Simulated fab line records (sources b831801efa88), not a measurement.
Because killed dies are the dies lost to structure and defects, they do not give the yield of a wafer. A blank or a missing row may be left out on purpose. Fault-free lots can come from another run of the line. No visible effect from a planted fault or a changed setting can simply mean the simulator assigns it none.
fab line records | flow sky130
[record] lots = 13 | wafers = 38 | last_day = 50
route steps=708 shown METAL2@498 VIA2@531 METAL3@533 CAPM@539 PAD_OPEN@708
lots that met no fault: taken from a fault-free run of the same line
start_h: the number of hours between the record's first day and the start of the first shown wafer of the lot | wait_h: hours since the lot's step before | " the same as in the row above | L1.1+2: one row covering several wafers at once | - no value, or no start was given | * or withheld: withheld | < > ~ a bound
route shown NAME@n: a module of which the file shows steps, and the number in the route of the first | usual: mean/standard deviation of fault-free wafers | same: alike in all rows | chamber/n: place in a boat | sites: readings site by site | _std_site: how widely they spread, as a standard deviation | _edge_site: the outer-site mean with the inner-site mean subtracted | radius_mm: how far each site lies from the wafer's centre | mask NAME#n: copy n | behind: tool/chamber where the wafer was last shaped | hold: the reason the lot was held/the length of the hold in hours/how it ended | device: the transistor (n, p or np) that didn't switch | end of line: the same wafers' tests at the end of the route | a step without rows: its recipe alone | killed: at the first sort, the dies lost to defects and structure; wafer yield is something else | map: per-die view of a wafer (x killed, . not killed, _ where there is no die)
set.NAME: the setting as run; set.NAME@STEP: as run at that earlier step | model.NAME: the simulator's own value behind a step, which no gauge read
a sample of lots followed through the steps of the route, with each step as a table and each wafer as a row
services: from which hour (start_h, from the record's first day; less than 0 if before it) a tool's chamber was out of use, for how many hours, and why
[[steps]]
[step SKY_METAL2_CD_MEAS_15]
[recipe] target_cd_nm = 140
[usual] cd_nm = 139.9/1.3
lot.wafer | tool      | chamber | start_h | wait_h | cd_nm
L532.1    | cd_sem-02 | -       | 816.65  | -      | 142.1
L532.5    | "         | -       | "       | "      | 141.8
L532.6    | "         | -       | "       | "      | 141.4
L533.2    | cd_sem-02 | -       | 825.06  | -      | 141.1
L533.3    | "         | -       | "       | "      | 139.5
L533.4    | "         | -       | "       | "      | 140.3
L537.1    | cd_sem-01 | -       | 855.09  | -      | 141.9
L537.3    | "         | -       | "       | "      | 142.1
L537.5    | "         | -       | "       | "      | 141.2
L536.1    | cd_sem-01 | -       | 855.44  | -      | 138.3
L536.3    | "         | -       | "       | "      | 137.8
L536.6    | "         | -       | "       | "      | 137.0
L541.3    | cd_sem-02 | -       | 883.45  | -      | 140.0
L541.5    | "         | -       | "       | "      | 139.5
L547.1    | cd_sem-02 | -       | 927.65  | -      | 141.7
L547.2    | "         | -       | "       | "      | 141.8
L547.3    | "         | -       | "       | "      | 141.6
L548.3    | cd_sem-01 | -       | 938.13  | -      | 139.9
L548.4    | "         | -       | "       | "      | 139.3
L548.5    | "         | -       | "       | "      | 137.6
L549.2    | cd_sem-01 | -       | 946.71  | -      | 142.0
L549.3    | "         | -       | "       | "      | 140.5
L549.5    | "         | -       | "       | "      | 140.0
L550.2    | cd_sem-01 | -       | 950.03  | -      | 139.0
L550.4    | "         | -       | "       | "      | 138.6
L550.6    | "         | -       | "       | "      | 138.7
L551.2    | cd_sem-02 | -       | 961.03  | -      | 141.2
L551.4    | "         | -       | "       | "      | 138.5
L551.6    | "         | -       | "       | "      | 140.0
L552.2    | cd_sem-02 | -       | 962.26  | -      | 139.5
L552.3    | "         | -       | "       | "      | 140.0
L552.5    | "         | -       | "       | "      | 140.0
L554.1    | cd_sem-01 | -       | 970.49  | -      | 137.7
L554.3    | "         | -       | "       | "      | 139.8
L554.5    | "         | -       | "       | "      | 140.1
L555.1    | cd_sem-02 | -       | 975.69  | -      | 139.8
L555.2    | "         | -       | "       | "      | 138.2
L555.6    | "         | -       | "       | "      | 138.3
[step SKY_VIA2_CMP_24]
[recipe] stop_on = SiO2 | t_overpolish_s = 20 | down_force_psi = 3.5 | platen_rpm = 60 | target_thk_nm = 0 | pad_velocity_m_s = 0.94248
[usual] motor_current_A = 10.8/1 | overpolish_run_s = 20.001/0.0088 | platen_rpm = 59.99/0.04 | time_to_endpoint_s = 100/3.2
lot.wafer | tool   | chamber | start_h | wait_h | motor_current_A | overpolish_run_s | platen_rpm | time_to_endpoint_s
L532.1    | cmp-01 | 0       | 846.93  | 0.1    | 11.5            | 20.005           | 60.01      | 100
L532.6    | "      | 3       | "       | "      | 10.1            | 20.014           | 60.03      | 105
L532.5    | "      | 0       | "       | "      | 11.6            | 20.008           | 60.06      | 102
L533.2    | cmp-01 | 1       | 854.28  | 0.0    | 10.2            | 19.999           | 60.03      | 102
L533.4    | "      | 2       | "       | "      | 9.8             | 19.972           | 59.97      | 101
L533.3    | "      | 3       | "       | "      | 9.9             | 19.999           | 60.04      | 100
L537.1    | cmp-01 | 0       | 883.25  | 0.1    | 11.3            | 20.008           | 59.97      | 103
L537.3    | "      | 1       | "       | "      | 10.0            | 20.001           | 60.00      | 103
L537.5    | "      | 0       | "       | "      | 12.0            | 19.973           | 59.92      | 102
L536.3    | cmp-01 | 2       | 883.77  | 0.1    | 9.2             | 19.998           | 60.01      | 61
L536.1    | "      | 3       | "       | "      | 10.2            | 19.998           | 59.95      | 105
L536.6    | "      | 0       | "       | "      | 12.5            | 19.996           | 59.97      | 104
L541.3    | cmp-01 | 3       | 910.99  | 0.2    | 10.2            | 20.001           | 59.97      | 57
L541.5    | "      | 0       | "       | "      | 12.0            | 20.006           | 59.97      | 52
L547.3    | cmp-02 | 0       | 955.26  | 0.0    | 10.3            | 19.989           | 60.07      | 97
L547.1    | "      | 1       | "       | "      | 13.3            | 19.998           | 59.99      | 102
L547.2    | "      | 2       | "       | "      | 10.8            | 20.007           | 59.96      | 96
L548.4    | cmp-02 | 0       | 965.27  | 0.1    | 10.3            | 20.013           | 59.96      | 99
L548.3    | "      | 1       | "       | "      | 12.3            | 20.002           | 59.96      | 104
L548.5    | "      | 0       | "       | "      | 10.8            | 19.992           | 59.94      | 99
L549.3    | cmp-01 | 1       | 973.47  | 0.0    | 10.5            | 20.003           | 59.90      | 100
L549.2    | "      | 3       | "       | "      | 10.2            | 19.987           | 60.01      | 104
L549.5    | "      | 2       | "       | "      | 9.7             | 19.978           | 59.99      | 100
L550.2    | cmp-02 | 3       | 975.41  | 0.1    | 10.0            | 20.011           | 60.04      | 94
L550.4    | "      | 1       | "       | "      | 12.1            | 20.010           | 59.92      | 100
L550.6    | "      | 3       | "       | "      | 10.4            | 19.988           | 60.02      | 94
L551.2    | cmp-01 | 1       | 987.30  | 0.0    | 10.4            | 20.001           | 60.02      | 98
L551.4    | "      | 2       | "       | "      | 9.6             | 19.993           | 60.00      | 106
L551.6    | "      | 1       | "       | "      | 10.7            | 19.999           | 60.01      | 97
L552.2    | cmp-01 | 0       | 988.86  | 0.1    | 12.0            | 19.998           | 60.00      | 98
L552.3    | "      | 1       | "       | "      | 10.4            | 19.994           | 59.94      | 97
L552.5    | "      | 3       | "       | "      | 9.9             | 20.015           | 60.03      | 99
L554.1    | cmp-01 | 0       | 996.77  | 0.1    | 12.2            | 20.012           | 60.00      | 102
L554.3    | "      | 2       | "       | "      | 10.3            | 19.987           | 59.99      | 101
L554.5    | "      | 0       | "       | "      | 12.1            | 19.990           | 59.97      | 101
L555.2    | cmp-01 | 0       | 1001.35 | 0.0    | 12.0            | 19.994           | 60.05      | 99
L555.1    | "      | 2       | "       | "      | 9.6             | 20.003           | 60.01      | 100
L555.6    | "      | 0       | "       | "      | 12.3            | 20.007           | 60.00      | 95
[step SKY_METAL3_SPUTTER_01]
[recipe] material = TiN | target_thk_nm = 20 | power_w = 6500 | time_s = 16.7 | chamber_pressure_pa = 0.4
[usual] throttle_valve_pct = 30.0/1
lot.wafer | tool           | chamber | start_h | wait_h | throttle_valve_pct
L532.1    | pvd_sputter-02 | -       | 847.21  | 0.0    | 30.5
L532.5    | "              | -       | "       | "      | 31.0
L532.6    | "              | -       | "       | "      | 30.1
L533.2    | pvd_sputter-02 | -       | 854.60  | 0.0    | 30.7
L533.3    | "              | -       | "       | "      | 29.6
L533.4    | "              | -       | "       | "      | 31.0
L537.1    | pvd_sputter-03 | -       | 883.57  | 0.0    | 30.2
L537.3    | "              | -       | "       | "      | 28.7
L537.5    | "              | -       | "       | "      | 30.2
L536.1    | pvd_sputter-03 | -       | 883.99  | 0.0    | 30.1
L536.3    | "              | -       | "       | "      | 30.1
L536.6    | "              | -       | "       | "      | 28.4
L541.3    | pvd_sputter-03 | -       | 911.16  | 0.0    | 28.6
L541.5    | "              | -       | "       | "      | 28.4
L547.1    | pvd_sputter-02 | -       | 955.58  | 0.0    | 30.8
L547.2    | "              | -       | "       | "      | 30.7
L547.3    | "              | -       | "       | "      | 29.3
L548.3    | pvd_sputter-04 | -       | 965.54  | 0.0    | 30.2
L548.4    | "              | -       | "       | "      | 29.0
L548.5    | "              | -       | "       | "      | 28.1
L549.2    | pvd_sputter-04 | -       | 973.79  | 0.0    | 28.1
L549.3    | "              | -       | "       | "      | 29.3
L549.5    | "              | -       | "       | "      | 32.8
L550.2    | pvd_sputter-03 | -       | 975.68  | 0.0    | 30.1
L550.4    | "              | -       | "       | "      | 28.7
L550.6    | "              | -       | "       | "      | 30.2
L551.2    | pvd_sputter-03 | -       | 987.63  | 0.0    | 28.6
L551.4    | "              | -       | "       | "      | 30.3
L551.6    | "              | -       | "       | "      | 28.5
L552.2    | pvd_sputter-02 | -       | 989.13  | 0.0    | 29.4
L552.3    | "              | -       | "       | "      | 31.2
L552.5    | "              | -       | "       | "      | 30.8
L554.1    | pvd_sputter-03 | -       | 997.05  | 0.0    | 30.2
L554.3    | "              | -       | "       | "      | 30.2
L554.5    | "              | -       | "       | "      | 30.2
L555.1    | pvd_sputter-04 | -       | 1001.67 | 0.0    | 32.3
L555.2    | "              | -       | "       | "      | 28.0
L555.6    | "              | -       | "       | "      | 32.3
[step SKY_CAPM_SPUTTER_02]
[recipe] material = TiN | target_thk_nm = 200 | temp_c = 300 | power_w = 6500 | time_s = 166.7 | chamber_pressure_pa = 0.4
[usual] throttle_valve_pct = 29.8/0.73
lot.wafer | tool           | chamber | start_h | wait_h | throttle_valve_pct
L532.1    | pvd_sputter-01 | -       | 847.42  | 0.1    | 28.6
L532.5    | "              | -       | "       | "      | 29.6
L532.6    | "              | -       | "       | "      | 30.5
L533.2    | pvd_sputter-01 | -       | 854.81  | 0.0    | 29.6
L533.3    | "              | -       | "       | "      | 30.4
L533.4    | "              | -       | "       | "      | 28.6
L537.1    | pvd_sputter-02 | -       | 883.79  | 0.1    | 29.4
L537.3    | "              | -       | "       | "      | 30.2
L537.5    | "              | -       | "       | "      | 30.8
L536.1    | pvd_sputter-02 | -       | 884.20  | 0.1    | 29.5
L536.3    | "              | -       | "       | "      | 30.2
L536.6    | "              | -       | "       | "      | 30.8
L541.3    | pvd_sputter-01 | -       | 911.38  | 0.0    | 29.6
L541.5    | "              | -       | "       | "      | 30.5
L547.1    | pvd_sputter-03 | -       | 955.80  | 0.1    | 30.2
L547.2    | "              | -       | "       | "      | 30.2
L547.3    | "              | -       | "       | "      | 28.5
L548.3    | pvd_sputter-01 | -       | 965.76  | 0.0    | 29.5
L548.4    | "              | -       | "       | "      | 30.8
L548.5    | "              | -       | "       | "      | 29.7
L549.2    | pvd_sputter-03 | -       | 974.00  | 0.0    | 30.3
L549.3    | "              | -       | "       | "      | 30.4
L549.5    | "              | -       | "       | "      | 28.4
L550.2    | pvd_sputter-01 | -       | 975.89  | 0.0    | 29.4
L550.4    | "              | -       | "       | "      | 30.4
L550.6    | "              | -       | "       | "      | 29.7
L551.2    | pvd_sputter-01 | -       | 987.84  | 0.0    | 29.3
L551.4    | "              | -       | "       | "      | 30.6
L551.6    | "              | -       | "       | "      | 30.5
L552.2    | pvd_sputter-03 | -       | 989.34  | 0.0    | 29.7
L552.3    | "              | -       | "       | "      | 30.4
L552.5    | "              | -       | "       | "      | 28.4
L554.1    | pvd_sputter-03 | -       | 997.26  | 0.1    | 29.9
L554.3    | "              | -       | "       | "      | 30.0
L554.5    | "              | -       | "       | "      | 30.2
L555.1    | pvd_sputter-01 | -       | 1001.88 | 0.1    | 28.8
L555.2    | "              | -       | "       | "      | 29.4
L555.6    | "              | -       | "       | "      | 29.7
[step SKY_PAD_OPEN_PROBE_99]
[usual] defect_limited_yield = 82.4/1.9 | killed_at_M0_to_M3 = 43/7.5 | killed_at_M4_up = 3.3/1.9 | killed_at_contacts = 24/4.6 | killed_at_front_end = 16/4.9 | killed_at_other = 0.2/0.46 | killed_dies = 87/9.1 | killed_open = 47/7.4 | killed_short = 39/6.6 | sort_bin_3_pad_short = 0.9/0.43 | sort_bin_5_function = 10.3/1.4 | sort_bin_6_memory = 6.4/1.1 | sort_n_pass = 405/9.1 | sort_yield_pct = 82.4/1.9
[same] gross_dies = 492 | killed_at_back_side = 0 | sort_bin_4_leakage[%] = 0 | sort_bin_8_speed[%] = 0
lot.wafer | tool      | chamber | start_h | wait_h | defect_limited_yield[%] | killed_at_M0_to_M3 | killed_at_M4_up | killed_at_contacts | killed_at_front_end | killed_at_other | killed_dies | killed_open | killed_short | sort_bin_3_pad_short[%] | sort_bin_5_function[%] | sort_bin_6_memory[%] | sort_n_pass | sort_yield_pct[%]
L547.1    | prober-01 | -       | 1158.31 | 0.1    | 81.7                    | 37                 | 7               | 27                 | 18                  | 1               | 90          | 52          | 38           | 1.2                     | 9.8                    | 7.3                  | 402         | 81.7
L547.2    | prober-01 | -       | 1158.36 | 0.1    | 81.1                    | 54                 | 3               | 23                 | 12                  | 1               | 93          | 55          | 37           | 0.8                     | 10.8                   | 7.3                  | 399         | 81.1
L547.3    | prober-01 | -       | 1158.41 | 0.2    | 83.9                    | 41                 | 2               | 24                 | 12                  | 0               | 79          | 48          | 31           | 1.0                     | 9.3                    | 5.7                  | 413         | 83.9
L548.3    | prober-02 | -       | 1164.76 | 0.2    | 79.1                    | 57                 | 1               | 27                 | 18                  | 0               | 103         | 64          | 39           | 0.4                     | 12.2                   | 8.3                  | 389         | 79.1
L548.4    | prober-02 | -       | 1164.81 | 0.2    | 80.9                    | 50                 | 0               | 31                 | 13                  | 0               | 94          | 50          | 44           | 1.2                     | 11.6                   | 6.3                  | 398         | 80.9
L548.5    | prober-02 | -       | 1164.86 | 0.2    | 80.1                    | 53                 | 2               | 26                 | 17                  | 0               | 98          | 51          | 46           | 1.2                     | 12.6                   | 6.1                  | 394         | 80.1
L549.2    | prober-01 | -       | 1170.68 | 0.1    | 85.2                    | 43                 | 4               | 14                 | 12                  | 0               | 73          | 35          | 38           | 0.6                     | 8.9                    | 5.3                  | 419         | 85.2
L549.3    | prober-01 | -       | 1170.73 | 0.2    | 84.1                    | 39                 | 1               | 24                 | 14                  | 0               | 78          | 48          | 30           | 0.6                     | 8.7                    | 6.5                  | 414         | 84.1
L549.5    | prober-01 | -       | 1170.83 | 0.2    | 79.1                    | 67                 | 2               | 22                 | 12                  | 0               | 103         | 61          | 42           | 0.8                     | 13.6                   | 6.5                  | 389         | 79.1
L550.2    | prober-02 | -       | 1174.01 | 0.1    | 78.9                    | 48                 | 7               | 28                 | 20                  | 1               | 104         | 62          | 42           | 0.6                     | 12.6                   | 7.9                  | 388         | 78.9
L550.4    | prober-02 | -       | 1174.11 | 0.2    | 83.5                    | 48                 | 5               | 19                 | 9                   | 0               | 81          | 42          | 38           | 1.6                     | 8.5                    | 6.3                  | 411         | 83.5
L550.6    | prober-02 | -       | 1174.21 | 0.2    | 84.6                    | 40                 | 6               | 17                 | 13                  | 0               | 76          | 42          | 33           | 0.6                     | 10.0                   | 4.9                  | 416         | 84.6
L551.2    | prober-01 | -       | 1181.35 | 0.1    | 85.8                    | 37                 | 2               | 20                 | 10                  | 1               | 70          | 45          | 25           | 0.4                     | 8.9                    | 4.9                  | 422         | 85.8
L551.4    | prober-01 | -       | 1181.45 | 0.2    | 84.3                    | 40                 | 0               | 28                 | 9                   | 0               | 77          | 47          | 30           | 0.4                     | 10.6                   | 4.7                  | 415         | 84.3
L551.6    | prober-01 | -       | 1181.55 | 0.2    | 82.9                    | 40                 | 1               | 30                 | 13                  | 0               | 84          | 44          | 40           | 0.4                     | 9.8                    | 6.9                  | 408         | 82.9
// killed by level:class
L547.1 VIA1:geometric_particle:open=13 CONTACT:geometric_particle:open=9 LI_CONTACT:geometric_particle:open=8 VIA1:geometric_particle:short=7 CONTACT:geometric_particle:short=5 FIELD_ISO:geometric_particle:open=4 FIELD_ISO:geometric_particle:short=4 POLY_GATE:geometric_particle:open=4
L547.2 VIA1:geometric_particle:open=13 VIA2:geometric_particle:open=10 VIA3:geometric_particle:open=9 LI_CONTACT:geometric_particle:open=8 CONTACT:geometric_particle:open=6 METAL2:geometric_particle:short=6 VIA2:geometric_particle:short=5 POLY_GATE:geometric_particle:short=4
L547.3 LI_CONTACT:geometric_particle:open=8 VIA3:geometric_particle:open=8 VIA2:geometric_particle:open=7 CONTACT:geometric_particle:open=6 VIA1:geometric_particle:open=6 METAL2:geometric_particle:short=5 FIELD_ISO:geometric_particle:short=4 LOCAL_INTERCONNECT:geometric_particle:short=4
L548.3 VIA1:geometric_particle:open=16 VIA3:geometric_particle:open=11 CONTACT:geometric_particle:open=9 LI_CONTACT:geometric_particle:open=8 METAL2:geometric_particle:short=6 FIELD_ISO:geometric_particle:open=5 CONTACT:geometric_particle:short=5 VIA1:geometric_particle:short=5
L548.4 CONTACT:geometric_particle:open=11 VIA1:geometric_particle:open=10 POLY_GATE:geometric_particle:short=7 LI_CONTACT:geometric_particle:open=7 VIA2:geometric_particle:open=7 METAL2:geometric_particle:short=6 VIA3:geometric_particle:short=6 LI_CONTACT:geometric_particle:short=5
L548.5 CONTACT:geometric_particle:open=11 VIA3:geometric_particle:open=10 VIA1:geometric_particle:open=9 METAL2:geometric_particle:short=7 VIA1:geometric_particle:short=6 CONTACT:geometric_particle:short=6 VIA2:geometric_particle:short=6 VIA2:geometric_particle:open=6
L549.2 VIA1:geometric_particle:open=8 METAL1:geometric_particle:short=7 VIA3:geometric_particle:open=6 METAL2:geometric_particle:short=6 VIA2:geometric_particle:open=6 FIELD_ISO:geometric_particle:short=5 FIELD_ISO:geometric_particle:open=4 CONTACT:geometric_particle:short=4
L549.3 CONTACT:geometric_particle:open=12 VIA1:geometric_particle:open=10 VIA2:geometric_particle:open=7 POLY_GATE:geometric_particle:open=6 CONTACT:geometric_particle:short=6 VIA3:geometric_particle:open=5 FIELD_ISO:geometric_particle:short=4 VIA3:geometric_particle:short=4
L549.5 VIA1:geometric_particle:open=22 CONTACT:geometric_particle:open=12 METAL2:geometric_particle:short=11 VIA1:geometric_particle:short=9 VIA2:geometric_particle:open=9 VIA3:geometric_particle:open=6 CONTACT:geometric_particle:short=5 METAL2:geometric_particle:open=4
L550.2 VIA3:geometric_particle:open=11 LI_CONTACT:geometric_particle:open=10 CONTACT:geometric_particle:open=8 METAL1:geometric_particle:short=8 VIA2:geometric_particle:open=6 POLY_GATE:geometric_particle:open=5 VIA1:geometric_particle:open=5 POLY_GATE:geometric_particle:short=4
L550.4 VIA1:geometric_particle:open=10 VIA3:geometric_particle:open=10 CONTACT:geometric_particle:open=7 VIA2:geometric_particle:short=6 LOCAL_INTERCONNECT:geometric_particle:short=4 METAL2:geometric_particle:short=4 VIA3:geometric_particle:short=4 FIELD_ISO:geometric_particle:short=3
L550.6 CONTACT:geometric_particle:open=8 VIA3:geometric_particle:open=8 VIA1:geometric_particle:open=7 VIA2:geometric_particle:open=7 VIA1:geometric_particle:short=6 LI_CONTACT:geometric_particle:open=4 METAL1:geometric_particle:short=4 FIELD_ISO:geometric_particle:open=3
L551.2 VIA2:geometric_particle:open=10 CONTACT:geometric_particle:open=7 VIA1:geometric_particle:open=7 VIA3:geometric_particle:open=5 POLY_GATE:geometric_particle:open=4 CONTACT:geometric_particle:short=4 METAL2:geometric_particle:open=4 METAL2:geometric_particle:short=4
L551.4 CONTACT:geometric_particle:open=11 LI_CONTACT:geometric_particle:open=9 VIA1:geometric_particle:open=8 VIA3:geometric_particle:open=6 METAL2:geometric_particle:short=6 VIA2:geometric_particle:open=6 CONTACT:geometric_particle:short=5 VIA1:geometric_particle:short=5
L551.6 CONTACT:geometric_particle:open=13 VIA3:geometric_particle:open=9 METAL2:geometric_particle:short=9 CONTACT:geometric_particle:short=7 VIA1:geometric_particle:open=6 FIELD_ISO:geometric_particle:open=5 FIELD_ISO:geometric_particle:short=4 LI_CONTACT:geometric_particle:short=4
[[services]]
tool           | chamber | start_h | hours | kind
pvd_sputter-02 | -       | 825.14  | 1.9   | repair
pvd_sputter-03 | -       | 825.22  | 0.8   | repair
cmp-02         | -       | 831.55  | 1.7   | repair
cmp-02         | -       | 847.95  | 4.2   | pm
cmp-01         | -       | 850.42  | 2.6   | repair
pvd_sputter-02 | -       | 858.25  | 2.8   | repair
pvd_sputter-02 | -       | 872.79  | 3.7   | repair
cmp-01         | -       | 907.23  | 0.8   | repair
cmp-01         | -       | 912.00  | 4.0   | pm
cmp-01         | -       | 916.00  | -     | consumable_replace:conditioner
cmp-01         | -       | 916.00  | -     | consumable_replace:pad
pvd_sputter-03 | -       | 939.05  | 2.1   | repair
cmp-02         | -       | 987.43  | 0.3   | repair
cmp-01         | -       | 989.73  | 1.1   | repair
pvd_sputter-01 | -       | 998.78  | 2.7   | repair
[[key]]
[first_sign] step = SKY_VIA2_CMP_24 | reading = time_to_endpoint_s | direction = down | sigmas = 14 | usual = * | struck = *
effect none on later readings
met_at SKY_VIA2_CMP_24
struck_lots L536,L541
struck_wafers L536.3,L541.3,L541.5
sort_left_out L541.3,L541.5
not_acting_at SKY_METAL2_CD_MEAS_15,SKY_METAL3_SPUTTER_01,SKY_CAPM_SPUTTER_02
[fault] kind = process_parameter_drift | tool = cmp-01 | chamber = - | onset_h = 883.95 | steps = SKY_VIA2_CMP_24 | channel = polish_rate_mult | offset = 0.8 | shape = step | end_h = 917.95 | scope = struck_wafers_only
// sort_left_out: the simulated sort isn't trusted on such a fault, so these wafers' sort isn't shown, and their yield isn't known
